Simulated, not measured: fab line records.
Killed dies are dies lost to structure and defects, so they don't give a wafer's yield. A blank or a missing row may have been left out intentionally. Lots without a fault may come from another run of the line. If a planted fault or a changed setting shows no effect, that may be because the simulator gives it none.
Split-lot trial / flow sky130 / route with 708 steps; 5 lots, 23 wafers read

== THE SPLIT ==
At SKY_LDD_N_IMPLANT_09, the setting energy_kev was moved away from the recipe's 20 on 10 of the 23 wafers read, by -5.9% to +4.5%. This setting was run at the recipe's value on the other wafers.

The reading comes from the split's own step.

== THE READING ==
implant.drp_nm (the simulator's own value, which no gauge read), in nm, at SKY_LDD_N_IMPLANT_09. The file gives no usual value for it.

wafer=L074.1; tool, chamber at the split=implanter-01, 0; energy_kev as run=20; against the recipe=recipe; implant.drp_nm, nm=7.212; against lot-mates on the recipe=-
wafer=L074.4; tool, chamber at the split=implanter-01, 0; energy_kev as run=20; against the recipe=recipe; implant.drp_nm, nm=7.212; against lot-mates on the recipe=-
wafer=L074.2; tool, chamber at the split=implanter-01, 0; energy_kev as run=19.3; against the recipe=-3.5%; implant.drp_nm, nm=7.036; against lot-mates on the recipe=-0.176
wafer=L074.3; tool, chamber at the split=implanter-01, 0; energy_kev as run=19.3; against the recipe=-3.5%; implant.drp_nm, nm=7.036; against lot-mates on the recipe=-0.176
wafer=L074.6; tool, chamber at the split=implanter-01, 0; energy_kev as run=19.3; against the recipe=-3.5%; implant.drp_nm, nm=7.036; against lot-mates on the recipe=-0.176
wafer=L075.1; tool, chamber at the split=implanter-03, 0; energy_kev as run=20; against the recipe=recipe; implant.drp_nm, nm=7.212; against lot-mates on the recipe=-
wafer=L075.4; tool, chamber at the split=implanter-03, 0; energy_kev as run=20; against the recipe=recipe; implant.drp_nm, nm=7.212; against lot-mates on the recipe=-
wafer=L075.5; tool, chamber at the split=implanter-03, 0; energy_kev as run=20; against the recipe=recipe; implant.drp_nm, nm=7.212; against lot-mates on the recipe=-
wafer=L075.3; tool, chamber at the split=implanter-03, 0; energy_kev as run=18.82; against the recipe=-5.9%; implant.drp_nm, nm=6.915; against lot-mates on the recipe=-0.297
wafer=L075.6; tool, chamber at the split=implanter-03, 0; energy_kev as run=18.82; against the recipe=-5.9%; implant.drp_nm, nm=6.915; against lot-mates on the recipe=-0.297
wafer=L076.1; tool, chamber at the split=implanter-02, 0; energy_kev as run=20; against the recipe=recipe; implant.drp_nm, nm=7.212; against lot-mates on the recipe=-
wafer=L076.5; tool, chamber at the split=implanter-02, 0; energy_kev as run=20; against the recipe=recipe; implant.drp_nm, nm=7.212; against lot-mates on the recipe=-
wafer=L076.2; tool, chamber at the split=implanter-02, 0; energy_kev as run=20.9; against the recipe=+4.5%; implant.drp_nm, nm=7.436; against lot-mates on the recipe=+0.224
wafer=L076.3; tool, chamber at the split=implanter-02, 0; energy_kev as run=20.9; against the recipe=+4.5%; implant.drp_nm, nm=7.436; against lot-mates on the recipe=+0.224
wafer=L076.6; tool, chamber at the split=implanter-02, 0; energy_kev as run=20.9; against the recipe=+4.5%; implant.drp_nm, nm=7.436; against lot-mates on the recipe=+0.224
wafer=L077.1; tool, chamber at the split=implanter-01, 0; energy_kev as run=20; against the recipe=recipe; implant.drp_nm, nm=7.212; against lot-mates on the recipe=-
wafer=L077.3; tool, chamber at the split=implanter-01, 0; energy_kev as run=20; against the recipe=recipe; implant.drp_nm, nm=7.212; against lot-mates on the recipe=-
wafer=L077.4; tool, chamber at the split=implanter-01, 0; energy_kev as run=20; against the recipe=recipe; implant.drp_nm, nm=7.212; against lot-mates on the recipe=-
wafer=L077.2; tool, chamber at the split=implanter-01, 0; energy_kev as run=20.53; against the recipe=+2.6%; implant.drp_nm, nm=7.344; against lot-mates on the recipe=+0.132
wafer=L077.6; tool, chamber at the split=implanter-01, 0; energy_kev as run=20.53; against the recipe=+2.6%; implant.drp_nm, nm=7.344; against lot-mates on the recipe=+0.132
wafer=L081.1; tool, chamber at the split=implanter-01, 0; energy_kev as run=20; against the recipe=recipe; implant.drp_nm, nm=7.212; against lot-mates on the recipe=-
wafer=L081.2; tool, chamber at the split=implanter-01, 0; energy_kev as run=20; against the recipe=recipe; implant.drp_nm, nm=7.212; against lot-mates on the recipe=-
wafer=L081.3; tool, chamber at the split=implanter-01, 0; energy_kev as run=20; against the recipe=recipe; implant.drp_nm, nm=7.212; against lot-mates on the recipe=-

FIT RESULTS
A straight line over all 23 wafers: implant.drp_nm changes by +0.0501 nm for each +1% of energy_kev; r = +1.00; the points scatter about the line by 0.00061 nm.
The same after taking each lot's own level away (the mean of its wafers on the recipe; 23 wafers): +0.0501 nm for each +1%; r = +1.00; scatter 0.00061 nm.
According to that fit, moving energy_kev by its largest amount changes the reading by 0.3 nm.
The lots' own levels span 7.2120 to 7.2120 nm.
The two slopes are in agreement: the lot-to-lot level therefore moves the slope only a little.
Check: for one of the wafers moved furthest among these (-5.9%), held out of the fit, the line's prediction against its lot-mates is -0.296 nm. Against them it came out at -0.297 nm.

== ADDITIONAL SPLITS CARRIED BY THESE WAFERS ==
Before the reading, these wafers also passed through other splits. Each is held against what the fit with the lots' levels taken away leaves over:
other split on the same wafers=SKY_VT_ADJUST_HVTR_IMPLANT_09 dose_cm2; wafers away from the commonest value=7; r with implant.drp_nm (lot level and that fit taken away)=-0.02
other split on the same wafers=SKY_SONOS_TUNNEL_DEVELOP_06 develop_time_s; wafers away from the commonest value=8; r with implant.drp_nm (lot level and that fit taken away)=+0.36
other split on the same wafers=SKY_SONOS_ONO_EXPOSE_10 dose_mj; wafers away from the commonest value=7; r with implant.drp_nm (lot level and that fit taken away)=+0.23
other split on the same wafers=SKY_GATE_OXIDE_OXIDATION_01 ox_time_s; wafers away from the commonest value=18; r with implant.drp_nm (lot level and that fit taken away)=+0.07
other split on the same wafers=SKY_GATE_OXIDE_IMPLANT_11 energy_kev; wafers away from the commonest value=5; r with implant.drp_nm (lot level and that fit taken away)=-0.03
other split on the same wafers=SKY_RES_PROTECT_COAT_02 resist_thk_nm; wafers away from the commonest value=12; r with implant.drp_nm (lot level and that fit taken away)=+0.04
other split on the same wafers=SKY_POLY_GATE_IMPLANT_02 dose_cm2; wafers away from the commonest value=6; r with implant.drp_nm (lot level and that fit taken away)=+0.15

== THE WHOLE CHAIN: every reading that the file lists as answering this split, in the file's order ==
step=SKY_LDD_N_IMPLANT_09; what it does=; reading=implant.rp_nm (the simulator's own value, which no gauge read); change (the file's fit)=+0.114 nm for each +1% of the setting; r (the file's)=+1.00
step=SKY_LDD_N_IMPLANT_09; what it does=; reading=implant.drp_nm (the simulator's own value, which no gauge read); change (the file's fit)=+0.05 nm for each +1% of the setting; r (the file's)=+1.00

== FILE'S OWN FIT ==
implant.drp_nm changes by +0.05 nm for each +1% of energy_kev, r = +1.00.
